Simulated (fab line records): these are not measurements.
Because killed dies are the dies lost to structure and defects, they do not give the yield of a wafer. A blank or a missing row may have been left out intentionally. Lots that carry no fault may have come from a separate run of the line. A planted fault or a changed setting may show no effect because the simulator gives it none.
Which of the tools did it? || flow sky130 || 13 lots with 39 wafers sampled at 3 steps, on a route of 708 steps

WHAT THE GAUGES READ, wafer by wafer
SKY_CAP2M_RS_MEAS_03: a four-point-probe measurement. Usual: CAP2M_TIN_RS 6.93 ohm/sq, standard deviation 0.1.
{"lot": "L180", "measured": "day 40 04:52", "on": "filmMetro-03", "CAP2M_TIN_RS (ohm/sq)": "7.01 6.88 6.90", "flag": ""}
{"lot": "L181", "measured": "day 40 10:55", "on": "filmMetro-04", "CAP2M_TIN_RS (ohm/sq)": "7.06 6.90 7.04", "flag": ""}
{"lot": "L185", "measured": "day 41 13:13", "on": "filmMetro-02", "CAP2M_TIN_RS (ohm/sq)": "6.86 6.80 6.83", "flag": ""}
{"lot": "L186", "measured": "day 42 00:56", "on": "filmMetro-04", "CAP2M_TIN_RS (ohm/sq)": "6.88 6.97 6.95", "flag": ""}
{"lot": "L187", "measured": "day 42 10:33", "on": "filmMetro-02", "CAP2M_TIN_RS (ohm/sq)": "6.79 6.80 6.73", "flag": ""}
{"lot": "L188", "measured": "day 42 16:08", "on": "filmMetro-04", "CAP2M_TIN_RS (ohm/sq)": "6.94 7.09 6.95", "flag": ""}
{"lot": "L189", "measured": "day 43 06:48", "on": "filmMetro-03", "CAP2M_TIN_RS (ohm/sq)": "7.03 6.98 6.92", "flag": ""}
{"lot": "L191", "measured": "day 43 16:40", "on": "filmMetro-03", "CAP2M_TIN_RS (ohm/sq)": "6.86 6.92 6.88", "flag": ""}
{"lot": "L192", "measured": "day 43 17:31", "on": "filmMetro-03", "CAP2M_TIN_RS (ohm/sq)": "7.03 7.12 6.96", "flag": ""}
{"lot": "L193", "measured": "day 44 00:11", "on": "filmMetro-04", "CAP2M_TIN_RS (ohm/sq)": "6.85 7.07 6.86", "flag": ""}
{"lot": "L198", "measured": "day 45 07:52", "on": "filmMetro-02", "CAP2M_TIN_RS (ohm/sq)": "6.74 6.86 7.00", "flag": ""}
{"lot": "L200", "measured": "day 45 13:11", "on": "filmMetro-02", "CAP2M_TIN_RS (ohm/sq)": "6.81 6.87 6.95", "flag": ""}
{"lot": "L199", "measured": "day 45 16:10", "on": "filmMetro-03", "CAP2M_TIN_RS (ohm/sq)": "6.92 6.85 6.79", "flag": ""}

WHAT TOOL EACH LOT RAN ON (gives the tool, then ch and the chambers of the sampled wafers, and finally the start)
{"lot": "L180", "SKY_CONTACT_ETCH_18": "rieDiel-04 ch 0,1, day 31 21:00", "SKY_VIA3_ETCH_15": "rieDiel-02 ch 0,1,3, day 40 03:11"}
{"lot": "L181", "SKY_CONTACT_ETCH_18": "rieDiel-04 ch 0,1,2, day 32 06:00", "SKY_VIA3_ETCH_15": "rieDiel-03 ch 1,2, day 40 09:08"}
{"lot": "L185", "SKY_CONTACT_ETCH_18": "rieDiel-04 ch 0,1, day 33 11:00", "SKY_VIA3_ETCH_15": "rieDiel-04 ch 0,2,3, day 41 11:27"}
{"lot": "L186", "SKY_CONTACT_ETCH_18": "rieDiel-04 ch 0,2, day 34 01:00", "SKY_VIA3_ETCH_15": "rieDiel-03 ch 0,1,2, day 41 23:12"}
{"lot": "L187", "SKY_CONTACT_ETCH_18": "rieDiel-02 ch 0,1,2, day 34 11:00", "SKY_VIA3_ETCH_15": "rieDiel-02 ch 0,1, day 42 08:50"}
{"lot": "L188", "SKY_CONTACT_ETCH_18": "rieDiel-04 ch 1,3, day 34 18:00", "SKY_VIA3_ETCH_15": "rieDiel-02 ch 0,2,3, day 42 14:26"}
{"lot": "L189", "SKY_CONTACT_ETCH_18": "rieDiel-04 ch 2,3, day 35 09:00", "SKY_VIA3_ETCH_15": "rieDiel-02 ch 1,2,3, day 43 05:06"}
{"lot": "L191", "SKY_CONTACT_ETCH_18": "rieDiel-02 ch 0,2,3, day 35 22:00", "SKY_VIA3_ETCH_15": "rieDiel-04 ch 0,1,2, day 43 15:00"}
{"lot": "L192", "SKY_CONTACT_ETCH_18": "rieDiel-02 ch 1,3, day 36 00:00", "SKY_VIA3_ETCH_15": "rieDiel-03 ch 1,2, day 43 15:51"}
{"lot": "L193", "SKY_CONTACT_ETCH_18": "rieDiel-02 ch 2,3, day 36 06:00", "SKY_VIA3_ETCH_15": "rieDiel-03 ch 0,1,3, day 43 22:27"}
{"lot": "L198", "SKY_CONTACT_ETCH_18": "rieDiel-02 ch 0,2,3, day 37 17:00", "SKY_VIA3_ETCH_15": "rieDiel-04 ch 0,1,3, day 45 05:57"}
{"lot": "L200", "SKY_CONTACT_ETCH_18": "rieDiel-02 ch 0,1, day 38 03:00", "SKY_VIA3_ETCH_15": "rieDiel-04 ch 0,1,3, day 45 11:30"}
{"lot": "L199", "SKY_CONTACT_ETCH_18": "rieDiel-02 ch 0,1,2, day 38 05:00", "SKY_VIA3_ETCH_15": "rieDiel-04 ch 0,1,3, day 45 14:08"}
- SKY_CONTACT_ETCH_18: etches Si3N4 in CHF3/O2, stops on TiN, time 39 s, target depth 75 nm.
- SKY_VIA3_ETCH_15: etches SiO2 in C4F8/O2/Ar, stops on TiN, target depth 507 nm, time 78 s.

WHAT THE TOOLS THEMSELVES READ (means of the sampled wafers that have a number; where no wafer has one, the mark that the record gives instead)
SKY_CONTACT_ETCH_18. Usual: O2_flow_sccm 5.000 sccm, standard deviation 0.015; chamberPressureMTorr 40.00 mTorr, standard deviation 0.036; drypumpMotorCurrentA 5.7 A, standard deviation 0.46; oesProductAu 0.857 a.u., standard deviation 0.0084; throttleValvePct 8.794 %, standard deviation 0.0083.
{"lot": "L180", "tool": "rieDiel-04", "O2_flow_sccm (sccm)": 4.991, "chamberPressureMTorr (mTorr)": 40.01, "drypumpMotorCurrentA (A)": 6.1, "oesProductAu (a.u.)": 0.860, "throttleValvePct (%)": 8.795, "flag": ""}
{"lot": "L181", "tool": "rieDiel-04", "O2_flow_sccm (sccm)": 4.993, "chamberPressureMTorr (mTorr)": 40.00, "drypumpMotorCurrentA (A)": 6.1, "oesProductAu (a.u.)": 0.854, "throttleValvePct (%)": 8.792, "flag": ""}
{"lot": "L185", "tool": "rieDiel-04", "O2_flow_sccm (sccm)": 5.010, "chamberPressureMTorr (mTorr)": 39.98, "drypumpMotorCurrentA (A)": 6.1, "oesProductAu (a.u.)": 0.864, "throttleValvePct (%)": 8.799, "flag": ""}
{"lot": "L186", "tool": "rieDiel-04", "O2_flow_sccm (sccm)": 4.996, "chamberPressureMTorr (mTorr)": 39.96, "drypumpMotorCurrentA (A)": 6.1, "oesProductAu (a.u.)": 0.852, "throttleValvePct (%)": 8.787, "flag": ""}
{"lot": "L187", "tool": "rieDiel-02", "O2_flow_sccm (sccm)": 5.016, "chamberPressureMTorr (mTorr)": 40.01, "drypumpMotorCurrentA (A)": 5.7, "oesProductAu (a.u.)": 0.861, "throttleValvePct (%)": 8.800, "flag": ""}
{"lot": "L188", "tool": "rieDiel-04", "O2_flow_sccm (sccm)": 4.998, "chamberPressureMTorr (mTorr)": 40.00, "drypumpMotorCurrentA (A)": 6.1, "oesProductAu (a.u.)": 0.855, "throttleValvePct (%)": 8.794, "flag": ""}
{"lot": "L189", "tool": "rieDiel-04", "O2_flow_sccm (sccm)": 5.006, "chamberPressureMTorr (mTorr)": 39.97, "drypumpMotorCurrentA (A)": 6.2, "oesProductAu (a.u.)": 0.851, "throttleValvePct (%)": 8.794, "flag": ""}
{"lot": "L191", "tool": "rieDiel-02", "O2_flow_sccm (sccm)": 5.018, "chamberPressureMTorr (mTorr)": 39.99, "drypumpMotorCurrentA (A)": 5.8, "oesProductAu (a.u.)": 0.861, "throttleValvePct (%)": 8.793, "flag": ""}
{"lot": "L192", "tool": "rieDiel-02", "O2_flow_sccm (sccm)": 5.001, "chamberPressureMTorr (mTorr)": 39.94, "drypumpMotorCurrentA (A)": 5.7, "oesProductAu (a.u.)": 0.852, "throttleValvePct (%)": 8.785, "flag": ""}
{"lot": "L193", "tool": "rieDiel-02", "O2_flow_sccm (sccm)": 4.994, "chamberPressureMTorr (mTorr)": 40.00, "drypumpMotorCurrentA (A)": 5.4, "oesProductAu (a.u.)": 0.853, "throttleValvePct (%)": 8.789, "flag": ""}
{"lot": "L198", "tool": "rieDiel-02", "O2_flow_sccm (sccm)": 5.005, "chamberPressureMTorr (mTorr)": 40.02, "drypumpMotorCurrentA (A)": 5.8, "oesProductAu (a.u.)": 0.858, "throttleValvePct (%)": 8.790, "flag": ""}
{"lot": "L200", "tool": "rieDiel-02", "O2_flow_sccm (sccm)": 4.987, "chamberPressureMTorr (mTorr)": 40.02, "drypumpMotorCurrentA (A)": 6.0, "oesProductAu (a.u.)": 0.860, "throttleValvePct (%)": 8.795, "flag": ""}
{"lot": "L199", "tool": "rieDiel-02", "O2_flow_sccm (sccm)": 4.985, "chamberPressureMTorr (mTorr)": 40.00, "drypumpMotorCurrentA (A)": 5.7, "oesProductAu (a.u.)": 0.856, "throttleValvePct (%)": 8.805, "flag": ""}

SKY_VIA3_ETCH_15. Usual: chamberPressureMTorr 40.00 mTorr, standard deviation 0.037; oesProductAu 0.946 a.u., standard deviation 0.0051.
{"lot": "L180", "tool": "rieDiel-02", "chamberPressureMTorr (mTorr)": 39.99, "oesProductAu (a.u.)": 0.949, "flag": ""}
{"lot": "L181", "tool": "rieDiel-03", "chamberPressureMTorr (mTorr)": 40.01, "oesProductAu (a.u.)": 0.943, "flag": ""}
{"lot": "L185", "tool": "rieDiel-04", "chamberPressureMTorr (mTorr)": 39.98, "oesProductAu (a.u.)": 0.943, "flag": ""}
{"lot": "L186", "tool": "rieDiel-03", "chamberPressureMTorr (mTorr)": 39.98, "oesProductAu (a.u.)": 0.948, "flag": ""}
{"lot": "L187", "tool": "rieDiel-02", "chamberPressureMTorr (mTorr)": 40.03, "oesProductAu (a.u.)": 0.947, "flag": ""}
{"lot": "L188", "tool": "rieDiel-02", "chamberPressureMTorr (mTorr)": 40.01, "oesProductAu (a.u.)": 0.945, "flag": ""}
{"lot": "L189", "tool": "rieDiel-02", "chamberPressureMTorr (mTorr)": 40.06, "oesProductAu (a.u.)": 0.945, "flag": ""}
{"lot": "L191", "tool": "rieDiel-04", "chamberPressureMTorr (mTorr)": 40.03, "oesProductAu (a.u.)": 0.945, "flag": ""}
{"lot": "L192", "tool": "rieDiel-03", "chamberPressureMTorr (mTorr)": 39.98, "oesProductAu (a.u.)": 0.942, "flag": ""}
{"lot": "L193", "tool": "rieDiel-03", "chamberPressureMTorr (mTorr)": 40.01, "oesProductAu (a.u.)": 0.943, "flag": ""}
{"lot": "L198", "tool": "rieDiel-04", "chamberPressureMTorr (mTorr)": 39.97, "oesProductAu (a.u.)": 0.946, "flag": ""}
{"lot": "L200", "tool": "rieDiel-04", "chamberPressureMTorr (mTorr)": 40.01, "oesProductAu (a.u.)": 0.949, "flag": ""}
{"lot": "L199", "tool": "rieDiel-04", "chamberPressureMTorr (mTorr)": 40.01, "oesProductAu (a.u.)": 0.942, "flag": ""}

THE ANSWER, worked out from the rows above alone
Rule: a lot counts as off when the mean over its wafers that have a number is more than 3 standard deviations away from the usual mean. Also off: a lot with no number at a reading for which 4 or more lots have one. Any other lot the step has rows for is counted as sound. First the gauges in route order, then the tools' own readings, where a lot's mean is used as printed above. The first step at which some lot is off is used, and at that step the reading that is off furthest; a lot without a number counts as furthest.
No lot is off on any of the readings shown, so nothing can be concluded from this.

WHAT THE SIMULATOR HAD PUT IN
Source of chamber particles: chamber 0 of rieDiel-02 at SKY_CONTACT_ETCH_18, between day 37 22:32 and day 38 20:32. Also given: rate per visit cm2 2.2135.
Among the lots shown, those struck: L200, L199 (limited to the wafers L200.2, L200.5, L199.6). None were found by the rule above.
